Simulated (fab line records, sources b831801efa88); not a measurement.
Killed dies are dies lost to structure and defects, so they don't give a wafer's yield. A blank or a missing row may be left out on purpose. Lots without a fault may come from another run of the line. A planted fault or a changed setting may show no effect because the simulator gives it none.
Problem report in the 8D (eight disciplines) form, filled by code | flow sky130 | the parts of the form that need people (team, actions taken, sign-off) are left out

1. THE PROBLEM
VT_ADJUST_PCH_TW at SKY_VT_ADJUST_PCH_TW_MEAS_10 reads a mean of 156.9 on 6 wafers of 2 lots; wafers without a fault read 140.5 with a standard deviation of 1.1. That is +15 standard deviations from the usual mean.
First seen on wafer L139.1, day 15 16:13, on film_metro-03. The record holds 36 wafers of 12 lots with a number at this step. Rule for "out", or "out of limits": more than 4 standard deviations from the usual mean. The other wafers with a number count as sound.

2. WHAT IT IS AND WHAT IT IS NOT
question                    | is                     | is not
which readings at this step | VT_ADJUST_PCH_TW       | -
which lots                  | L139, L140             | L125, L128, L129, L130, L131, L132, L141, L143, L144, L146
which wafers of those lots  | all that have a number | -
read on which gauges        | film_metro-03          | film_metro-01, film_metro-02
when                        | from day 15 16:13      | up to then (18 sound wafers); but 12 sound wafers of L141, L143, L144, L146 came after

3. SUSPECTS, AND WHAT RULES EACH OUT
Counting: a tool at a process step up to the reading stays a suspect if it ran every lot that is out and no sound lot after the first of them.
- the gauge at SKY_VT_ADJUST_PCH_TW_MEAS_10: ruled out. All the wafers that are out were read on film_metro-03, but those of them that SKY_VT_ADJUST_PCH_IMPLANT_08 has rows for are out there too, on other tools.
- implanter-02 at SKY_VT_ADJUST_PCH_IMPLANT_08: kept. It ran every lot that is out, first L139 (day 15 15:58), and no sound lot after that; its last sound lot up to then is L132 (day 13 00:56). Its own readings are out on those wafers: dose_ions_cm2, faraday_current_uA.
Left after counting: implanter-02 at SKY_VT_ADJUST_PCH_IMPLANT_08.

4. THE CAUSE (what the simulator had put in)
Process parameter drift: implanter-02, from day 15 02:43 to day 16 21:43, at SKY_VT_ADJUST_PCH_IMPLANT_08. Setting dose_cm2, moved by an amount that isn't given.
Counting left only this tool.

5. THE CHAIN OF EFFECTS, in route order
Each row: a reading whose mean over the struck wafers that have a number lies more than 3 standard deviations from the usual. Only readings for which the record gives a usual standard deviation are gone through. hours: the time from each lot's start at the first step in this table that gives one to its start at this step, as a median over the lots. sigmas: the change in usual standard deviations.
hours | step                         | reading            | usual | on struck wafers | change | sigmas
0     | SKY_VT_ADJUST_PCH_IMPLANT_08 | dose_ions_cm2      | 5e+11 | 8e+11            | +3e+11 | +99 or more
0     | SKY_VT_ADJUST_PCH_IMPLANT_08 | faraday_current_uA | 2.82  | 4.33             | +1.51  | +27
0     | SKY_VT_ADJUST_PCH_TW_MEAS_10 | VT_ADJUST_PCH_TW   | 140.5 | 156.9            | +16.4  | +15
The process steps in it:
- SKY_VT_ADJUST_PCH_IMPLANT_08
Later measuring or inspecting steps at which every struck wafer that the step has a row for has a number for every such reading, and none has moved that far: SKY_CONTACT_THK_MEAS_03, SKY_CONTACT_CD_MEAS_14.

6. WHAT WOULD HAVE CAUGHT IT SOONER
In this record the first reading out of limits at a measuring or inspecting step was taken at day 15 16:13, 14 hours after the fault began at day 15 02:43.
The tool's own readings at SKY_VT_ADJUST_PCH_IMPLANT_08 were out on every struck wafer that the step has a row for (dose_ions_cm2, faraday_current_uA): an alarm limit on them would have fired on the first of those.
Of the lots that are out (2), L140 began SKY_VT_ADJUST_PCH_IMPLANT_08 on implanter-02 after day 15 16:13. A hold on the tool at that time would have spared it.
